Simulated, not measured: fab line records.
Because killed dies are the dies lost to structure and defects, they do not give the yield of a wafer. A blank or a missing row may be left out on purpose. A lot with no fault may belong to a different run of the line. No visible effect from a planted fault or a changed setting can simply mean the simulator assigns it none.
fab line records | flow sky130
[record] lots = 12 wafers = 36 last_day = 50
route steps=708 shown METAL2@499 VIA2@510 PAD_OPEN@708
lots that met no fault: from a run of the same line without faults
start_h: start of the lot's first displayed wafer, in hours after the record's first day | wait_h: hours from the lot's prior step to this one | " repeats the value in the row above | L1.1+2: a row that stands for several wafers | - no value present, or no start provided | * or withheld: withheld | < > ~ a bound
route shown NAME@n: names a module that has steps shown in the file, with the first one's number in the route | usual: mean and standard deviation over wafers with no fault | same: alike in all rows | chamber/n: place in a boat | sites: each site's reading | _std_site: standard deviation across them | _edge_site: the outer-site mean with the inner-site mean subtracted | radius_mm: for every site, how far away it sits from the centre of the wafer | mask NAME#n: copy n | behind: the most recent tool/chamber to have shaped the wafer | hold: why the lot went on hold/how many hours it stayed there/how the hold came to an end | device: transistor that didn't switch, given as n, p or np | end of line: tests of these same wafers at the route's end | for a step that has no rows: nothing shown but its recipe | killed: count of dies lost to structure and defects at first sort (not the wafer's yield) | map: per-die view of a wafer (x killed, . not killed, _ where there is no die)
set.NAME: the setting that was run; set.NAME@STEP: the one run at that earlier step | model.NAME: the simulator's own value behind a step, which no gauge read
one table for each step of the route and one row for each wafer, over a sample of lots
services: from which hour (start_h, from the record's first day; less than 0 if before it) a tool's chamber was out of use, for how many hours, and why
[[steps]]
[step SKY_METAL2_OVL_MEAS_16]
[usual] METAL2_OVL = -2/6
// columns lot.wafer tool chamber start_h wait_h METAL2_OVL[nm]
L395.2 overlay-01 - 847.03 0.1 -7
L395.4 " - " " -2
L395.6 " - " " -2
L397.2 overlay-02 - 847.75 0.1 3
L397.3 " - " " 5
L397.6 " - " " 4
L399.2 overlay-02 - 867.40 0.1 7
L399.3 " - " " 6
L399.6 " - " " 10
L400.2 overlay-02 - 880.45 0.1 -5
L400.3 " - " " 7
L400.5 " - " " 3
L402.1 overlay-02 - 893.67 0.1 -4
L402.4 " - " " -1
L402.5 " - " " -4
L403.2 overlay-01 - 903.90 0.1 3
L403.3 " - " " 9
L403.4 " - " " 3
L404.3 overlay-02 - 911.11 0.1 -5
L404.5 " - " " -9
L404.6 " - " " -10
L405.1 overlay-02 - 916.02 0.1 -4
L405.4 " - " " -8
L405.6 " - " " -10
L406.2 overlay-01 - 927.18 0.1 1
L406.3 " - " " -4
L406.5 " - " " -4
L407.2 overlay-01 - 931.56 0.1 -1
L407.4 " - " " -7
L407.6 " - " " -13
L413.1 overlay-01 - 975.62 0.1 -5
L413.4 " - " " 0
L413.5 " - " " -5
L414.1 overlay-02 - 977.52 0.1 9
L414.3 " - " " 3
L414.4 " - " " 1
[step SKY_VIA2_BOW_MEAS_03]
[recipe] mode = bow
[usual] VIA2_BOW = 84/7.1
// columns lot.wafer tool chamber start_h wait_h VIA2_BOW[um]
L395.2 film_metro-02 - 848.35 0.2 70
L395.4 " - " " 83
L395.6 " - " " 82
L397.2 film_metro-04 - 849.11 0.1 81
L397.3 " - " " 98
L397.6 " - " " 81
L399.2 film_metro-03 - 868.78 0.2 88
L399.3 " - " " 82
L399.6 " - " " 73
L400.2 film_metro-02 - 881.77 0.1 89
L400.3 " - " " 84
L400.5 " - " " 87
L402.1 film_metro-04 - 895.46 0.1 94
L402.4 " - " " 87
L402.5 " - " " 88
L403.2 film_metro-02 - 905.22 0.2 93
L403.3 " - " " 85
L403.4 " - " " 92
L404.3 film_metro-03 - 912.50 0.3 90
L404.5 " - " " 79
L404.6 " - " " 74
L405.1 film_metro-04 - 917.33 0.3 88
L405.4 " - " " 85
L405.6 " - " " 89
L406.2 film_metro-02 - 928.72 0.2 82
L406.3 " - " " 99
L406.5 " - " " 79
L407.2 film_metro-02 - 932.88 0.2 82
L407.4 " - " " 76
L407.6 " - " " 84
L413.1 film_metro-03 - 976.95 0.1 76
L413.4 " - " " 86
L413.5 " - " " 87
L414.1 film_metro-02 - 978.86 0.2 74
L414.3 " - " " 75
L414.4 " - " " 86
[step SKY_VIA2_ETCH_14]
[recipe] chemistry = N2/H2 target = BARC ion_energy_ev = 200 source_w = 500 bias_w = 100 pressure_mtorr = 30 n2_flow_sccm = 100 h2_flow_sccm = 200 stop_on = SiO2 time_s = 45.9 target_depth_a = 600
[usual] bias_w = 99.99/0.29 drypump_motor_current_A = 5.9/0.32 n2_flow_sccm = 99.99/0.29 oes_product_au = 0.855/0.0048 rf_fwd_power_W = 494.7/2 throttle_valve_pct = 13.225/0.0089
// columns lot.wafer tool chamber start_h wait_h bias_w drypump_motor_current_A n2_flow_sccm oes_product_au rf_fwd_power_W rf_hours_counter_h throttle_valve_pct
L395.2 rie_diel-04 1 874.54 0.0 100.16 6.2 100.36 0.855 491.3 7 13.221
L395.4 " 0 " " 99.88 5.7 100.05 0.854 495.0 1 13.208
L395.6 " 1 " " 99.79 6.2 100.34 0.848 492.2 - 13.231
L397.2 rie_diel-01 2 875.13 0.0 99.64 6.0 99.60 0.855 492.6 4 13.212
L397.3 " 3 " " 100.17 6.5 100.51 0.851 492.8 2 13.229
L397.6 " 1 " " 99.77 5.5 100.56 0.854 497.6 - 13.234
L399.2 rie_diel-01 3 894.13 0.0 100.25 6.5 99.60 0.852 494.3 2 13.210
L399.3 " 0 " " 100.02 5.7 99.81 0.855 494.5 0 13.229
L399.6 " 3 " " 99.98 6.5 99.39 0.845 493.5 - 13.223
L400.2 rie_diel-01 1 907.33 0.0 99.62 5.5 99.78 0.858 494.3 8 13.210
L400.3 " 2 " " 99.74 6.0 99.98 0.847 494.9 5 13.232
L400.5 " 0 " " 99.68 5.7 99.89 0.851 495.6 - 13.220
L402.1 rie_diel-01 3 921.14 0.0 99.88 6.5 99.86 0.855 495.6 3 13.214
L402.4 " 1 " " 100.25 5.4 99.95 0.850 492.1 8 13.238
L402.5 " 2 " " 99.63 6.0 99.83 0.853 493.9 - 13.238
L403.2 rie_diel-01 1 929.69 0.0 100.61 5.4 99.55 0.855 497.3 9 13.223
L403.3 " 2 " " 100.17 6.0 100.10 0.861 492.7 6 13.229
L403.4 " 2 " " 100.07 6.0 100.22 0.861 492.2 - 13.221
L404.3 rie_diel-01 3 937.74 0.0 107.27 6.4 99.90 0.851 494.8 4 13.232
L404.5 " 0 " " 107.18 5.7 100.39 0.848 490.6 - 13.228
L404.6 " 1 " " 107.54 5.4 99.70 0.857 497.5 - 13.221
L405.1 rie_diel-02 2 941.59 0.0 100.16 6.0 100.29 0.858 493.0 9 13.235
L405.4 " 0 " " 99.67 5.8 100.04 0.846 493.1 2 13.224
L405.6 " 3 " " 99.45 5.9 100.21 0.855 490.2 - 13.229
L406.2 rie_diel-01 1 953.68 0.0 107.28 5.5 99.55 0.856 494.1 9 13.219
L406.3 " 0 " " 107.41 5.6 99.68 0.853 490.8 2 13.243
L406.5 " 0 " " 107.56 5.7 100.15 0.866 493.4 - 13.236
L407.2 rie_diel-01 1 957.59 0.0 107.52 5.4 99.69 0.854 495.4 9 13.212
L407.4 " 3 " " 107.46 6.5 100.20 0.858 494.5 4 13.225
L407.6 " 1 " " 107.50 5.4 99.54 0.849 498.6 - 13.220
L413.1 rie_diel-02 1 1000.64 0.0 100.43 6.3 100.00 0.854 494.3 13 13.231
L413.4 " 3 " " 100.32 5.9 100.06 0.857 493.3 19 13.217
L413.5 " 3 " " 100.10 5.9 100.34 0.854 495.8 - 13.220
L414.1 rie_diel-02 2 1003.14 0.0 100.21 6.0 100.08 0.848 493.7 11 13.229
L414.3 " 3 " " 99.91 5.9 100.37 0.849 494.8 19 13.207
L414.4 " 0 " " 99.94 5.8 100.11 0.856 497.0 4 13.236
[step SKY_VIA2_THK_MEAS_23]
[recipe] thk_meas_gauge = xrf reads = W_of_VIA2_CVD_21
[usual] VIA2_W_THK = 426/5.9
// columns lot.wafer tool chamber start_h wait_h VIA2_W_THK[nm]
L395.2 film_metro-04 - 875.60 0.1 417
L395.4 " - " " 416
L395.6 " - " " 423
L397.2 film_metro-04 - 876.19 0.1 425
L397.3 " - " " 419
L397.6 " - " " 418
L399.2 film_metro-02 - 895.15 0.1 426
L399.3 " - " " 425
L399.6 " - " " 421
L400.2 film_metro-03 - 908.35 0.1 429
L400.3 " - " " 432
L400.5 " - " " 418
L402.1 film_metro-02 - 922.15 0.1 428
L402.4 " - " " 435
L402.5 " - " " 433
L403.2 film_metro-03 - 930.71 0.1 436
L403.3 " - " " 432
L403.4 " - " " 424
L404.3 film_metro-02 - 938.77 0.1 435
L404.5 " - " " 428
L404.6 " - " " 436
L405.1 film_metro-04 - 942.60 0.1 428
L405.4 " - " " 426
L405.6 " - " " 432
L406.2 film_metro-03 - 954.70 0.1 430
L406.3 " - " " 426
L406.5 " - " " 425
L407.2 film_metro-02 - 958.66 0.1 435
L407.4 " - " " 433
L407.6 " - " " 429
L413.1 film_metro-02 - 1001.66 0.1 436
L413.4 " - " " 431
L413.5 " - " " 427
L414.1 film_metro-04 - 1004.15 0.1 419
L414.3 " - " " 415
L414.4 " - " " 426
[step SKY_PAD_OPEN_PROBE_99]
[usual] defect_limited_yield = 82.6/1.9 killed_at_M0_to_M3 = 43/7 killed_at_M4_up = 3.1/2 killed_at_contacts = 24/5.3 killed_at_front_end = 15/4.2 killed_at_other = 0.4/0.66 killed_dies = 86/9.5 killed_on_rim = 17/3.9 killed_open = 47/7.4 killed_short = 38/6.2 sort_bin_3_pad_short = 0.9/0.44 sort_bin_5_function = 10.2/1.4 sort_bin_6_memory = 6.4/1.1 sort_n_pass = 406/9.5 sort_yield_pct = 82.6/1.9
[same] gross_dies = 492 killed_at_back_side = 0 sort_bin_4_leakage[%] = 0 sort_bin_8_speed[%] = 0
// columns lot.wafer tool chamber start_h wait_h defect_limited_yield[%] killed_at_M0_to_M3 killed_at_M4_up killed_at_contacts killed_at_front_end killed_at_other killed_dies killed_on_rim killed_open killed_short sort_bin_3_pad_short[%] sort_bin_5_function[%] sort_bin_6_memory[%] sort_n_pass sort_yield_pct[%]
L395.2 prober-02 - 1097.20 0.1 83.1 32 3 30 18 0 83 19 39 44 0.6 10.0 6.3 409 83.1
L395.4 prober-02 - 1097.30 0.2 85.0 40 1 15 17 1 74 20 39 33 1.0 8.5 5.5 418 85.0
L395.6 prober-02 - 1097.40 0.2 84.6 49 1 12 13 1 76 13 37 38 0.4 9.1 5.9 416 84.6
L397.2 prober-01 - 1098.44 0.1 81.3 39 3 36 14 0 92 19 50 42 0.8 10.8 7.1 400 81.3
L397.3 prober-01 - 1098.49 0.2 78.7 52 1 33 19 0 105 24 50 55 1.4 13.2 6.7 387 78.7
L397.6 prober-01 - 1098.64 0.2 84.8 41 2 21 11 0 75 19 44 31 0.4 9.8 5.1 417 84.8
L399.2 prober-01 - 1113.99 0.1 85.2 34 6 26 6 1 73 24 44 29 0 7.1 7.7 419 85.2
L399.3 prober-01 - 1114.04 0.2 85.4 34 3 19 16 0 72 17 31 40 1.8 6.9 5.9 420 85.4
L399.6 prober-01 - 1114.19 0.2 81.3 45 4 27 16 0 92 12 61 31 1.6 10.0 7.1 400 81.3
L400.2 prober-01 - 1123.49 0.1 83.9 37 3 25 14 0 79 15 43 36 0.6 7.9 7.5 413 83.9
L400.3 prober-01 - 1123.54 0.2 82.5 37 2 24 23 0 86 18 42 44 0.4 11.4 5.7 406 82.5
L400.5 prober-01 - 1123.64 0.2 82.3 45 4 27 11 0 87 20 51 36 1.4 8.7 7.5 405 82.3
L402.1 prober-01 - 1135.35 0.1 84.1 47 1 20 10 0 78 17 36 42 0.8 9.6 5.5 414 84.1
L402.4 prober-01 - 1135.50 0.2 80.7 51 2 26 14 2 95 22 59 36 0.6 10.6 8.1 397 80.7
L402.5 prober-01 - 1135.55 0.2 86.0 32 4 19 14 0 69 13 41 28 0.8 7.9 5.3 423 86.0
L403.2 prober-02 - 1139.60 0.1 85.8 29 4 17 19 1 70 12 27 43 1.4 7.1 5.7 422 85.8
L403.3 prober-02 - 1139.65 0.2 84.3 40 2 20 15 0 77 18 44 33 1.4 8.9 5.3 415 84.3
L403.4 prober-02 - 1139.70 0.2 82.9 43 4 17 19 1 84 17 42 42 1.8 9.3 5.9 408 82.9
L404.3 prober-02 - 1147.19 0.2 80.1 36 3 43 16 0 98 16 57 41 1.2 12.2 6.5 394 80.1
L404.5 prober-02 - 1147.29 0.2 83.1 38 7 19 19 0 83 25 42 41 1.4 10.2 5.3 409 83.1
L404.6 prober-02 - 1147.34 0.2 82.5 35 2 31 18 0 86 16 51 35 0.4 11.6 5.5 406 82.5
L405.1 prober-01 - 1150.07 0.1 86.0 35 2 17 15 0 69 19 41 28 0.4 7.7 5.9 423 86.0
L405.4 prober-01 - 1150.22 0.2 83.9 39 3 27 9 1 79 11 50 28 0.8 8.7 6.5 413 83.9
L405.6 prober-01 - 1150.32 0.2 84.6 39 7 23 7 0 76 16 42 34 0.2 11.2 4.1 416 84.6
L406.2 prober-02 - 1159.27 0.1 82.1 52 0 19 15 2 88 13 46 42 0.4 11.0 6.5 404 82.1
L406.3 prober-02 - 1159.32 0.2 82.7 39 4 23 19 0 85 18 44 41 1.4 9.1 6.7 407 82.7
L406.5 prober-02 - 1159.42 0.2 81.1 48 1 28 16 0 93 21 59 34 0.4 12.4 6.1 399 81.1
L407.2 prober-01 - 1160.69 0.1 80.7 46 1 32 16 0 95 21 51 44 1.0 11.8 6.5 397 80.7
L407.4 prober-01 - 1160.79 0.2 82.9 47 1 23 13 0 84 19 43 41 1.4 10.0 5.7 408 82.9
L407.6 prober-01 - 1160.89 0.2 85.4 35 0 25 12 0 72 13 41 31 1.0 8.5 5.1 420 85.4
L413.1 prober-01 - 1190.68 0.1 83.1 46 3 11 21 2 83 17 48 33 0.4 12.6 3.9 409 83.1
L413.4 prober-01 - 1190.83 0.2 82.5 42 1 26 16 1 86 17 49 37 1.8 10.6 5.1 406 82.5
L413.5 prober-01 - 1190.88 0.2 83.7 37 4 23 16 0 80 13 47 33 0.8 10.8 4.7 412 83.7
L414.1 prober-02 - 1193.52 0.1 82.7 43 1 24 17 0 85 13 46 39 0.8 10.2 6.3 407 82.7
L414.3 prober-02 - 1193.62 0.2 82.7 46 0 21 17 1 85 13 47 38 0.4 11.0 5.9 407 82.7
L414.4 prober-02 - 1193.67 0.2 84.6 37 0 19 19 1 76 12 42 34 1.0 9.8 4.7 416 84.6
// killed by level:class
L395.2 CONTACT:geometric_particle:open=9 METAL1:geometric_particle:short=8 VIA1:geometric_particle:open=7 CONTACT:geometric_particle:short=6 FIELD_ISO:geometric_particle:open=5 LI_CONTACT:geometric_particle:open=5 METAL2:geometric_particle:short=5 LOCAL_INTERCONNECT:geometric_particle:short=5
L395.4 VIA1:geometric_particle:open=10 METAL1:geometric_particle:short=6 LI_CONTACT:geometric_particle:open=5 METAL2:geometric_particle:short=5 POLY_GATE:geometric_particle:open=4 FIELD_ISO:geometric_particle:open=4 POLY_GATE:geometric_particle:short=4 CONTACT:geometric_particle:open=4
L395.6 VIA3:geometric_particle:open=8 METAL2:geometric_particle:short=7 VIA1:geometric_particle:open=6 VIA2:geometric_particle:open=6 VIA2:geometric_particle:short=5 FIELD_ISO:geometric_particle:open=4 METAL1:geometric_particle:short=4 VIA1:geometric_particle:short=4
L397.2 LI_CONTACT:geometric_particle:open=14 CONTACT:geometric_particle:short=9 CONTACT:geometric_particle:open=9 VIA2:geometric_particle:open=8 VIA1:geometric_particle:open=7 VIA1:geometric_particle:short=5 FIELD_ISO:geometric_particle:short=4 POLY_GATE:geometric_particle:short=4
L397.3 VIA1:geometric_particle:short=12 VIA1:geometric_particle:open=12 POLY_GATE:geometric_particle:open=8 LI_CONTACT:geometric_particle:open=8 CONTACT:geometric_particle:short=8 CONTACT:geometric_particle:open=8 METAL2:geometric_particle:short=6 FIELD_ISO:geometric_particle:short=5
L397.6 CONTACT:geometric_particle:open=10 VIA1:geometric_particle:short=9 VIA1:geometric_particle:open=8 LI_CONTACT:geometric_particle:open=6 POLY_GATE:geometric_particle:open=5 VIA2:geometric_particle:open=5 VIA3:geometric_particle:open=4 CONTACT:geometric_particle:short=4
L399.2 CONTACT:geometric_particle:open=13 VIA1:geometric_particle:open=10 METAL2:geometric_particle:short=7 LI_CONTACT:geometric_particle:open=5 METAL4:geometric_particle:short=5 CONTACT:geometric_particle:short=4 VIA3:geometric_particle:open=4 LI_CONTACT:geometric_particle:short=3
L399.3 FIELD_ISO:geometric_particle:short=6 CONTACT:geometric_particle:open=6 VIA1:geometric_particle:open=6 METAL2:geometric_particle:short=6 VIA3:geometric_particle:open=5 LOCAL_INTERCONNECT:geometric_particle:short=4 VIA1:geometric_particle:short=4 VIA2:geometric_particle:open=4
L399.6 VIA1:geometric_particle:open=11 LI_CONTACT:geometric_particle:open=10 CONTACT:geometric_particle:open=9 VIA2:geometric_particle:open=7 FIELD_ISO:geometric_particle:open=5 VIA3:geometric_particle:open=5 VIA1:geometric_particle:short=5 POLY_GATE:geometric_particle:short=4
L400.2 CONTACT:geometric_particle:open=8 VIA1:geometric_particle:open=8 LI_CONTACT:geometric_particle:open=7 METAL1:geometric_particle:short=6 METAL3:geometric_particle:short=5 VIA3:geometric_particle:open=5 VIA2:geometric_particle:open=4 POLY_GATE:geometric_particle:open=4
L400.3 CONTACT:geometric_particle:open=10 FIELD_ISO:geometric_particle:short=8 METAL1:geometric_particle:short=8 FIELD_ISO:geometric_particle:open=7 LI_CONTACT:geometric_particle:open=7 VIA2:geometric_particle:open=6 VIA1:geometric_particle:open=5 METAL2:geometric_particle:short=5
L400.5 VIA1:geometric_particle:open=12 CONTACT:geometric_particle:open=10 VIA2:geometric_particle:open=6 LI_CONTACT:geometric_particle:open=5 CONTACT:geometric_particle:short=5 VIA3:geometric_particle:open=4 METAL1:geometric_particle:short=4 METAL3:geometric_particle:short=4
L402.1 METAL2:geometric_particle:short=10 VIA1:geometric_particle:open=8 CONTACT:geometric_particle:open=7 VIA2:geometric_particle:open=7 LI_CONTACT:geometric_particle:open=6 VIA1:geometric_particle:short=5 METAL3:geometric_particle:short=5 METAL1:geometric_particle:short=4
L402.4 CONTACT:geometric_particle:open=15 VIA1:geometric_particle:open=13 VIA2:geometric_particle:open=8 METAL2:geometric_particle:short=6 METAL1:geometric_particle:short=5 VIA3:geometric_particle:open=5 FIELD_ISO:geometric_particle:open=4 LI_CONTACT:geometric_particle:open=4
L402.5 VIA1:geometric_particle:open=10 LI_CONTACT:geometric_particle:open=8 POLY_GATE:geometric_particle:open=5 CONTACT:geometric_particle:open=5 METAL1:geometric_particle:short=5 VIA3:geometric_particle:open=5 METAL4:geometric_particle:short=4 FIELD_ISO:geometric_particle:open=3
L403.2 FIELD_ISO:geometric_particle:short=7 METAL1:geometric_particle:short=6 VIA3:geometric_particle:open=6 LOCAL_INTERCONNECT:geometric_particle:short=5 LI_CONTACT:geometric_particle:open=4 CONTACT:geometric_particle:short=4 VIA1:geometric_particle:short=4 METAL2:geometric_particle:short=4
L403.3 METAL2:geometric_particle:short=8 VIA3:geometric_particle:open=8 VIA1:geometric_particle:open=7 LI_CONTACT:geometric_particle:open=7 FIELD_ISO:geometric_particle:open=5 CONTACT:geometric_particle:open=5 METAL1:geometric_particle:short=4 LOCAL_INTERCONNECT:geometric_particle:short=4
L403.4 VIA1:geometric_particle:open=14 POLY_GATE:geometric_particle:open=5 METAL3:geometric_particle:short=5 VIA1:geometric_particle:short=5 CONTACT:geometric_particle:short=4 CONTACT:geometric_particle:open=4 METAL1:geometric_particle:short=4 VIA3:geometric_particle:open=4
L404.3 CONTACT:geometric_particle:open=20 LI_CONTACT:geometric_particle:open=9 VIA1:geometric_particle:open=7 POLY_GATE:geometric_particle:short=6 METAL1:geometric_particle:short=6 VIA3:geometric_particle:open=6 FIELD_ISO:geometric_particle:short=5 LI_CONTACT:geometric_particle:short=5
L404.5 POLY_GATE:geometric_particle:open=8 CONTACT:geometric_particle:open=7 METAL2:geometric_particle:short=6 VIA2:geometric_particle:open=6 METAL3:geometric_particle:short=6 LI_CONTACT:geometric_particle:open=5 VIA1:geometric_particle:open=5 CONTACT:geometric_particle:short=4
L404.6 CONTACT:geometric_particle:open=13 VIA1:geometric_particle:open=8 VIA3:geometric_particle:open=7 CONTACT:geometric_particle:short=6 POLY_GATE:geometric_particle:open=6 LI_CONTACT:geometric_particle:open=6 METAL2:geometric_particle:short=6 FIELD_ISO:geometric_particle:short=5
L405.1 VIA3:geometric_particle:open=8 VIA1:geometric_particle:open=8 CONTACT:geometric_particle:open=6 VIA2:geometric_particle:open=6 LI_CONTACT:geometric_particle:open=5 POLY_GATE:geometric_particle:open=4 CONTACT:geometric_particle:short=4 METAL1:geometric_particle:short=4
L405.4 CONTACT:geometric_particle:open=10 VIA1:geometric_particle:open=8 VIA3:geometric_particle:open=8 LI_CONTACT:geometric_particle:open=7 METAL1:geometric_particle:short=6 VIA2:geometric_particle:open=4 POLY_GATE:geometric_particle:open=3 LOCAL_INTERCONNECT:geometric_particle:short=3
L405.6 CONTACT:geometric_particle:open=11 VIA1:geometric_particle:open=7 METAL2:geometric_particle:short=6 VIA2:geometric_particle:open=6 VIA3:geometric_particle:open=5 FIELD_ISO:geometric_particle:open=4 LI_CONTACT:geometric_particle:open=4 LOCAL_INTERCONNECT:geometric_particle:short=4
L406.2 VIA1:geometric_particle:open=15 CONTACT:geometric_particle:open=7 VIA1:geometric_particle:short=7 FIELD_ISO:geometric_particle:short=6 LOCAL_INTERCONNECT:geometric_particle:short=6 METAL1:geometric_particle:short=6 VIA2:geometric_particle:open=6 FIELD_ISO:geometric_particle:open=5
L406.3 VIA1:geometric_particle:open=9 LI_CONTACT:geometric_particle:open=8 VIA2:geometric_particle:open=7 POLY_GATE:geometric_particle:short=6 CONTACT:geometric_particle:short=6 FIELD_ISO:geometric_particle:open=4 METAL1:geometric_particle:short=4 METAL3:geometric_particle:short=4
L406.5 VIA3:geometric_particle:open=12 VIA2:geometric_particle:open=9 LI_CONTACT:geometric_particle:open=8 CONTACT:geometric_particle:open=8 VIA1:geometric_particle:open=8 FIELD_ISO:geometric_particle:open=4 LOCAL_INTERCONNECT:geometric_particle:short=4 VIA1:geometric_particle:short=4
L407.2 LI_CONTACT:geometric_particle:open=10 CONTACT:geometric_particle:open=9 VIA3:geometric_particle:open=7 VIA1:geometric_particle:short=7 VIA2:geometric_particle:open=7 METAL1:geometric_particle:short=6 VIA1:geometric_particle:open=6 FIELD_ISO:geometric_particle:open=4
L407.4 LI_CONTACT:geometric_particle:open=9 VIA2:geometric_particle:open=9 METAL1:geometric_particle:short=8 VIA1:geometric_particle:open=8 VIA3:geometric_particle:short=6 FIELD_ISO:geometric_particle:short=5 CONTACT:geometric_particle:open=5 LOCAL_INTERCONNECT:geometric_particle:short=5
L407.6 LI_CONTACT:geometric_particle:open=8 VIA3:geometric_particle:open=8 CONTACT:geometric_particle:short=7 CONTACT:geometric_particle:open=7 VIA1:geometric_particle:open=5 VIA2:geometric_particle:short=4 VIA2:geometric_particle:open=4 METAL3:geometric_particle:short=4
L413.1 VIA1:geometric_particle:open=14 FIELD_ISO:geometric_particle:open=9 VIA1:geometric_particle:short=9 VIA2:geometric_particle:open=8 POLY_GATE:geometric_particle:open=6 METAL1:geometric_particle:short=4 VIA3:geometric_particle:short=4 POLY_GATE:geometric_particle:short=3
L413.4 VIA1:geometric_particle:open=13 CONTACT:geometric_particle:open=11 VIA3:geometric_particle:open=7 POLY_GATE:geometric_particle:open=6 CONTACT:geometric_particle:short=6 VIA2:geometric_particle:open=6 VIA1:geometric_particle:short=4 METAL2:geometric_particle:short=4
L413.5 CONTACT:geometric_particle:open=11 VIA1:geometric_particle:open=11 METAL1:geometric_particle:short=8 FIELD_ISO:geometric_particle:open=7 FIELD_ISO:geometric_particle:short=4 LI_CONTACT:geometric_particle:open=4 VIA3:geometric_particle:open=4 VIA2:geometric_particle:open=4
L414.1 VIA1:geometric_particle:open=11 CONTACT:geometric_particle:open=9 VIA1:geometric_particle:short=8 METAL2:geometric_particle:short=6 CONTACT:geometric_particle:short=5 VIA3:geometric_particle:open=5 VIA2:geometric_particle:open=4 FIELD_ISO:geometric_particle:open=4
L414.3 VIA1:geometric_particle:open=16 LI_CONTACT:geometric_particle:open=11 FIELD_ISO:geometric_particle:short=9 METAL1:geometric_particle:short=6 VIA3:geometric_particle:open=5 FIELD_ISO:geometric_particle:open=4 CONTACT:geometric_particle:open=4 METAL2:geometric_particle:short=4
L414.4 VIA1:geometric_particle:open=11 LI_CONTACT:geometric_particle:open=6 VIA3:geometric_particle:open=6 CONTACT:geometric_particle:open=5 VIA1:geometric_particle:short=5 FIELD_ISO:geometric_particle:short=4 VIA2:geometric_particle:open=4 FIELD_ISO:geometric_particle:open=4
[[services]]
// columns tool chamber start_h hours kind
rie_diel-01 0 866.33 - clean
rie_diel-01 0 866.33 15.7 scheduled_down
rie_diel-01 0 866.33 15.7 vent_cycle
rie_diel-02 1 890.49 2.4 repair
rie_diel-02 - 903.60 4.4 repair
rie_diel-02 - 912.83 0.5 repair
rie_diel-01 0 925.69 6.9 repair
rie_diel-04 3 931.92 11.7 repair
rie_diel-04 0 975.32 12.8 repair
[[key]]
[first_sign] step = SKY_VIA2_ETCH_14 reading = bias_w direction = up sigmas = 26 usual = 99.99 struck = 107.41
effect none on later readings
met_at SKY_VIA2_ETCH_14
struck_lots L404,L406,L407
not_acting_at SKY_METAL2_OVL_MEAS_16,SKY_VIA2_BOW_MEAS_03,SKY_VIA2_THK_MEAS_23
onset_between 929.69 937.74
[fault] kind = process_parameter_drift tool = rie_diel-01 chamber = - onset_h = 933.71 steps = SKY_VIA2_ETCH_14 channel = bias_w offset = 7.347 shape = step end_h = 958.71 acts_in = these_recipes_only stated = 100
